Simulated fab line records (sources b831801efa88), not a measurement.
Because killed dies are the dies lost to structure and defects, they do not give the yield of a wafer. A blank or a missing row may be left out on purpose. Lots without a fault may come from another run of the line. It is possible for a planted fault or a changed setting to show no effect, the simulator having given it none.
fab line records	flow sky130
[record] lots = 6	wafers = 18	lastDay = 51
route steps=708 shown POLY_CUT@314 SD_P@320 RES_XHIGH@332
lots untouched by any fault: they come from a run of this same line in which no faults occurred
startH: hours from the record's first day to the start of the lot's first wafer shown	waitH: hours from the lot's prior step to this one	" identical to the entry in the row above	L1.1+2: a row that stands for several wafers	- either no value or no given start	* or withheld: withheld	< > ~ a bound
route shown NAME@n: names a module that has steps shown in the file, with the first one's number in the route	usual: mean and standard deviation over wafers with no fault	same: alike in all rows	chamber/n: place in a boat	sites: per-site readings	_std_site: the standard deviation of these	_edge_site: mean of outer sites minus mean of inner sites	radiusMm: for every site, how far away it sits from the centre of the wafer	mask NAME#n: copy n	behind: the last tool/chamber to shape the wafer	hold: why the lot went on hold/how many hours it stayed there/how the hold came to an end	device: which transistor (n, p or np) failed to switch	end of line: tests of these same wafers at the route's end	a step without rows: its recipe alone	killed: count of dies lost to structure and defects at first sort (not the wafer's yield)	map: per-die view of a wafer (x killed, . not killed, _ where there is no die)
set.NAME: the setting that was run; set.NAME@STEP: the one run at that earlier step	model.NAME: the simulator's own value behind a step, which no gauge read
a table for each step, a row for each wafer; lots at some steps of the route
services: from which hour (startH, from the record's first day; less than 0 if before it) a tool's chamber was out of use, for how many hours, and why
[[steps]]
[step SKY_POLY_CUT_DEVELOP_07]
[recipe] developTimeS = 60	resist = KrF-thick	devTempC = 21
[step SKY_POLY_CUT_CD_MEAS_08]
[recipe] targetCdNm = 270
[usual] cdNm = 269.8/1.4
lot.wafer	tool	chamber	startH	waitH	cdNm
L355.3	cdSem-02	-	602.54	-	270.2
L355.4	"	-	"	"	270.7
L355.5	"	-	"	"	271.0
L356.2	cdSem-01	-	612.08	-	268.6
L356.3	"	-	"	"	268.6
L356.5	"	-	"	"	267.6
L370.1	cdSem-01	-	722.40	-	267.0
L370.2	"	-	"	"	269.6
L370.6	"	-	"	"	266.3
L371.2	cdSem-02	-	728.18	-	267.9
L371.4	"	-	"	"	268.3
L371.5	"	-	"	"	268.9
L373.2	cdSem-02	-	749.32	-	270.9
L373.3	"	-	"	"	271.3
L373.5	"	-	"	"	270.3
L375.1	cdSem-02	-	753.10	-	271.0
L375.4	"	-	"	"	269.3
L375.5	"	-	"	"	269.7
[step SKY_POLY_CUT_OVL_MEAS_09]
[usual] POLY_CUT_OVL = 3/5.1
lot.wafer	tool	chamber	startH	waitH	POLY_CUT_OVL[nm]
L355.3	overlay-02	-	602.63	0.1	4
L355.4	"	-	"	"	4
L355.5	"	-	"	"	17
L356.2	overlay-02	-	612.19	0.1	-2
L356.3	"	-	"	"	3
L356.5	"	-	"	"	0
L370.1	overlay-02	-	722.52	0.1	5
L370.2	"	-	"	"	-5
L370.6	"	-	"	"	-1
L371.2	overlay-02	-	728.29	0.1	-1
L371.4	"	-	"	"	2
L371.5	"	-	"	"	-2
L373.2	overlay-02	-	749.43	0.1	-9
L373.3	"	-	"	"	-2
L373.5	"	-	"	"	4
L375.1	overlay-02	-	753.22	0.1	10
L375.4	"	-	"	"	4
L375.5	"	-	"	"	3
[step SKY_POLY_CUT_ETCH_10]
[recipe] chemistry = N2/H2	target = BARC	ionEnergyEv = 200	sourceW = 500	biasW = 100	pressureMtorr = 30	n2FlowSccm = 100	h2FlowSccm = 200	stopOn = SiO2	timeS = 45.9	targetDepthA = 600
[usual] drypumpMotorCurrentA = 5.7/0.47	oesProductAu = 0.855/0.0045	throttleValvePct = 13.225/0.0089
[same] timeS = 45.9
lot.wafer	tool	chamber	startH	waitH	drypumpMotorCurrentA	oesProductAu	rfHoursCounterH	throttleValvePct
L355.3	rieDiel-03	3	602.65	0.0	5.4	0.860	7	13.226
L355.4	"	1	"	"	5.8	0.851	18	13.212
L355.5	"	0	"	"	5.2	0.858	-	13.233
L356.2	rieDiel-03	2	612.22	0.0	6.1	0.853	18	13.232
L356.3	"	0	"	"	5.2	0.857	9	13.215
L356.5	"	1	"	"	5.8	0.859	-	13.227
L370.1	rieDiel-01	3	722.55	0.0	5.3	0.857	10	13.222
L370.2	"	1	"	"	6.6	0.857	3	13.240
L370.6	"	3	"	"	5.3	0.853	-	13.213
L371.2	rieDiel-01	1	728.32	0.0	6.6	0.853	3	13.214
L371.4	"	3	"	"	5.2	0.854	-	13.226
L371.5	"	0	"	"	5.9	0.854	-	13.222
L373.2	rieDiel-03	2	749.46	0.0	6.1	0.859	20	13.221
L373.3	"	1	"	"	5.8	0.861	20	13.227
L373.5	"	3	"	"	5.4	0.856	-	13.210
L375.1	rieDiel-03	3	753.26	0.0	5.4	0.846	10	13.234
L375.4	"	0	"	"	5.2	0.845	12	13.230
L375.5	"	3	"	"	5.4	0.847	-	13.232
[step SKY_POLY_CUT_ETCH_11]
[recipe] target = Si3N4	chemistry = CF4/CH2F2/Ar	stopOn = poly-Si	sourceW = 600	biasW = 150	pressureMtorr = 40	cf4FlowSccm = 40	ch2f2FlowSccm = 20	Ar_flow_sccm = 150	timeS = 42.5	targetDepthA = 600
[usual] drypumpMotorCurrentA = 5.7/0.47	oesProductAu = 0.832/0.0059	throttleValvePct = 14.995/0.0092
[same] timeS = 42.5
lot.wafer	tool	chamber	startH	waitH	drypumpMotorCurrentA	oesProductAu	rfHoursCounterH	throttleValvePct
L355.3	rieDiel-03	3	602.69	0.0	5.3	0.831	7	15.001
L355.4	"	1	"	"	5.8	0.837	18	14.998
L355.5	"	0	"	"	5.2	0.830	-	14.989
L356.2	rieDiel-03	2	612.26	0.0	6.1	0.836	18	14.988
L356.3	"	0	"	"	5.2	0.829	9	15.004
L356.5	"	1	"	"	5.8	0.831	-	15.005
L370.1	rieDiel-01	3	722.59	0.0	5.3	0.832	10	14.987
L370.2	"	1	"	"	6.5	0.836	3	14.992
L370.6	"	3	"	"	5.3	0.842	-	15.001
L371.2	rieDiel-01	1	728.36	0.0	6.6	0.830	3	14.988
L371.4	"	3	"	"	5.3	0.833	-	15.008
L371.5	"	0	"	"	5.9	0.830	-	14.999
L373.2	rieDiel-03	2	749.50	0.0	6.1	0.834	20	15.001
L373.3	"	1	"	"	5.8	0.840	20	15.006
L373.5	"	3	"	"	5.4	0.843	-	15.001
L375.1	rieDiel-03	3	753.30	0.0	5.4	0.831	10	14.986
L375.4	"	0	"	"	5.2	0.833	12	15.002
L375.5	"	3	"	"	5.4	0.827	-	14.996
[step SKY_POLY_CUT_STRIP_12]
[recipe] chemistry = O2/N2	powerW = 1400	pressureMtorr = 1500	platenTempC = withheld	o2FlowSccm = 3000	n2FlowSccm = 300	overashFraction = 0.5
[usual] drypumpMotorCurrentA = 5.6/0.4	oesProductAu = 0.452/0.0046	stripTimeToEndpointS = 5.353/0.019
lot.wafer	tool	chamber	startH	waitH	drypumpMotorCurrentA	oesProductAu	rfHoursCounterH	stripTimeToEndpointS
L355.3	plasmaAsher-04	1	602.77	0.1	6.2	0.448	-	5.341
L355.4	"	0	"	"	5.6	0.447	-	5.374
L355.5	"	1	"	"	6.3	0.456	-	5.347
L356.2	plasmaAsher-04	0	612.30	0.0	5.6	0.453	89	5.377
L356.3	"	0	"	"	5.6	0.449	-	5.354
L356.5	"	0	"	"	5.6	0.447	-	5.351
L370.1	plasmaAsher-04	1	722.63	0.0	6.2	0.460	100	5.381
L370.2	"	0	"	"	5.6	0.456	100	5.361
L370.6	"	1	"	"	6.2	0.442	-	5.356
L371.2	plasmaAsher-01	0	728.40	0.0	5.2	0.453	30	5.356
L371.4	"	0	"	"	5.2	0.455	-	5.363
L371.5	"	1	"	"	5.8	0.451	-	5.341
L373.2	plasmaAsher-04	0	749.54	0.0	5.6	0.452	1	5.334
L373.3	"	1	"	"	6.2	0.451	-	5.326
L373.5	"	1	"	"	6.2	0.446	-	5.315
L375.1	plasmaAsher-04	0	753.34	0.0	5.6	0.453	1	5.345
L375.4	"	0	"	"	5.6	0.449	-	5.349
L375.5	"	0	"	"	5.6	0.440	-	5.341
[step SKY_SD_P_DEHYDRATE_00]
[recipe] tempC = 200	timeS = 60
[step SKY_SD_P_HMDS_01]
[recipe] primeTimeS = 60	primeTempC = 120
[step SKY_SD_P_COAT_02]
[recipe] resist = NOVOLAK	spinRpm = 3000	resistThkNm = 1140
[step SKY_SD_P_SOFTBAKE_03]
[recipe] tempC = 90	timeS = 60	resist = NOVOLAK
[step SKY_SD_P_EXPOSE_04]
[recipe] maskId = PSDM	na = 0.6	sourceShape = conventional	sigmaOuter = 0.6	polarization = unpolarized	targetCdNm = 380	doseMj = 138
[step SKY_SD_P_PEB_05]
[recipe] tempC = withheld	timeS = *	resist = NOVOLAK
[step SKY_SD_P_DEVELOP_06]
[recipe] resist = NOVOLAK	developer = TMAH	developTimeS = 60	devTempC = 23
[usual] chillPlateTempC = 22.99/0.098
lot.wafer	tool	chamber	startH	waitH	chillPlateTempC
L355.3	lithoTrack-04	0	633.00	0.1	22.94
L355.4	"	0	"	"	22.84
L355.5	"	0	"	"	22.91
L356.2	lithoTrack-02	0	641.99	0.1	23.07
L356.3	"	0	"	"	22.98
L356.5	"	0	"	"	23.02
L370.1	lithoTrack-04	0	750.40	0.1	22.86
L370.2	"	0	"	"	23.01
L370.6	"	0	"	"	23.15
L371.2	lithoTrack-04	0	756.48	0.1	22.94
L371.4	"	0	"	"	23.01
L371.5	"	0	"	"	22.84
L373.2	lithoTrack-03	0	776.09	0.1	23.08
L373.3	"	0	"	"	23.12
L373.5	"	0	"	"	23.02
L375.1	lithoTrack-03	0	780.22	0.1	23.00
L375.4	"	0	"	"	23.24
L375.5	"	0	"	"	23.15
[step SKY_SD_P_OVL_MEAS_08]
[usual] SD_P_OVL = -0.2/1.3
lot.wafer	tool	chamber	startH	waitH	SD_P_OVL[nm]
L355.3	overlay-01	-	633.23	0.1	0.0
L355.4	"	-	"	"	-1.2
L355.5	"	-	"	"	-0.7
L356.2	overlay-02	-	642.24	0.1	-0.2
L356.3	"	-	"	"	0.5
L356.5	"	-	"	"	0.3
L370.1	overlay-02	-	750.67	0.1	-2.2
L370.2	"	-	"	"	-2.0
L370.6	"	-	"	"	-2.2
L371.2	overlay-01	-	756.73	0.1	-2.7
L371.4	"	-	"	"	-3.1
L371.5	"	-	"	"	-2.6
L373.2	overlay-02	-	776.34	0.1	-0.9
L373.3	"	-	"	"	-1.3
L373.5	"	-	"	"	-1.3
L375.1	overlay-01	-	780.49	0.1	-1.3
L375.4	"	-	"	"	-1.1
L375.5	"	-	"	"	-0.5
[step SKY_SD_P_IMPLANT_09]
[recipe] species = BF2	energyKev = 20	doseCm2 = 3e+15	tiltDeg = 0
[step SKY_SD_P_STRIP_10]
[recipe] chemistry = O2/N2	powerW = 1400	pressureMtorr = 1500	platenTempC = withheld	o2FlowSccm = 3000	n2FlowSccm = 300	overashFraction = 0.5
[usual] drypumpMotorCurrentA = 5.7/0.36	oesProductAu = 0.617/0.0045	stripTimeToEndpointS = 17.49/0.04
lot.wafer	tool	chamber	startH	waitH	drypumpMotorCurrentA	oesProductAu	rfHoursCounterH	stripTimeToEndpointS
L355.3	plasmaAsher-04	0	633.44	0.1	5.6	0.620	-	17.48
L355.4	"	1	"	"	6.3	0.624	-	17.47
L355.5	"	1	"	"	6.2	0.613	-	17.55
L356.2	plasmaAsher-02	0	642.42	0.1	5.6	0.618	85	17.45
L356.3	"	0	"	"	5.6	0.620	-	17.50
L356.5	"	1	"	"	6.1	0.618	-	17.49
L370.1	plasmaAsher-01	1	750.86	0.1	5.8	0.628	32	17.47
L370.2	"	0	"	"	5.2	0.615	32	17.44
L370.6	"	0	"	"	5.2	0.624	-	17.51
L371.2	plasmaAsher-04	1	756.91	0.1	6.2	0.619	1	17.52
L371.4	"	1	"	"	6.2	0.620	-	17.53
L371.5	"	1	"	"	6.2	0.620	-	17.51
L373.2	plasmaAsher-01	0	776.52	0.1	5.2	0.611	33	17.44
L373.3	"	0	"	"	5.2	0.613	-	17.45
L373.5	"	1	"	"	5.7	0.612	-	17.52
L375.1	plasmaAsher-04	0	780.67	0.1	5.6	0.615	4	17.50
L375.4	"	1	"	"	6.3	0.621	-	17.55
L375.5	"	0	"	"	5.6	0.619	-	17.49
[step SKY_SD_P_TW_MEAS_11]
[usual] SD_P_TW = 2818/26
lot.wafer	tool	chamber	startH	waitH	SD_P_TW
L355.3	filmMetro-03	-	633.53	0.1	2837
L355.4	"	-	"	"	2821
L355.5	"	-	"	"	2835
L356.2	filmMetro-01	-	642.53	0.1	2787
L356.3	"	-	"	"	2782
L356.5	"	-	"	"	2782
L370.1	filmMetro-01	-	750.96	0.1	29
L370.2	"	-	"	"	29
L370.6	"	-	"	"	29
L371.2	filmMetro-03	-	757.02	0.1	30
L371.4	"	-	"	"	30
L371.5	"	-	"	"	30
L373.2	filmMetro-03	-	776.63	0.1	2813
L373.3	"	-	"	"	2825
L373.5	"	-	"	"	2820
L375.1	filmMetro-01	-	780.77	0.1	2791
L375.4	"	-	"	"	2792
L375.5	"	-	"	"	2785
[step SKY_RES_XHIGH_DEHYDRATE_00]
[recipe] tempC = 200	timeS = 60
[[services]]
tool	chamber	startH	hours	kind
rieDiel-01	1	586.29	14.3	repair
plasmaAsher-04	-	598.32	3.7	repair
rieDiel-01	3	628.62	23.3	repair
rieDiel-03	2	645.58	10.0	repair
rieDiel-01	2	646.05	2.6	repair
rieDiel-01	-	649.44	39.9	repair
rieDiel-01	2	657.35	2.8	repair
rieDiel-01	3	668.01	6.1	repair
plasmaAsher-01	-	696.50	1.5	repair
rieDiel-01	1	702.64	8.5	repair
rieDiel-03	-	712.79	15.6	pm
rieDiel-01	2	718.60	6.1	repair
rieDiel-01	2	724.84	-	clean
rieDiel-01	2	724.84	13.4	scheduledDown
rieDiel-01	2	724.84	13.4	ventCycle
plasmaAsher-04	-	733.75	9.0	pm
plasmaAsher-04	0	733.75	9.0	ventCycle
plasmaAsher-04	1	733.75	9.0	ventCycle
plasmaAsher-04	0	742.75	-	clean
plasmaAsher-04	1	742.75	-	clean
plasmaAsher-01	-	753.08	14.6	pm
plasmaAsher-04	-	762.01	3.9	repair
[[key]]
[firstSign] step = SKY_SD_P_TW_MEAS_11	reading = SD_P_TW	direction = down	sigmas = 99+	usual = 2818	struck = 30
effect none on later readings
metAt SKY_SD_P_DEVELOP_06
struckWafers L370.1,L370.2,L370.6,L371.2,L371.4,L371.5
sortLeftOut L370.1,L370.2,L370.6,L371.2,L371.4,L371.5
testerLeftOut L370,L371
onsetBetween 633.00 750.40
alsoFits SKY_POLY_CUT_ETCH_10:rieDiel-01,SKY_POLY_CUT_ETCH_11:rieDiel-01
[fault] kind = processParameterDrift	tool = lithoTrack-04	chamber = -	onsetH = 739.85	steps = SKY_SD_P_DEVELOP_06	channel = developTimeS	offset = *	shape = step	endH = 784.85	actsIn = *	stated = *
// testerLeftOut: of these lots the tester's yield and bins aren't shown, on N5 and GAA mostly nor the transistor test; their killed dies are dies lost to structure and defects alone, not to doping, threshold or leakage, so they don't give the yield
// sortLeftOut: the simulated sort isn't trusted on such a fault, so these wafers' sort isn't shown, and their yield isn't known
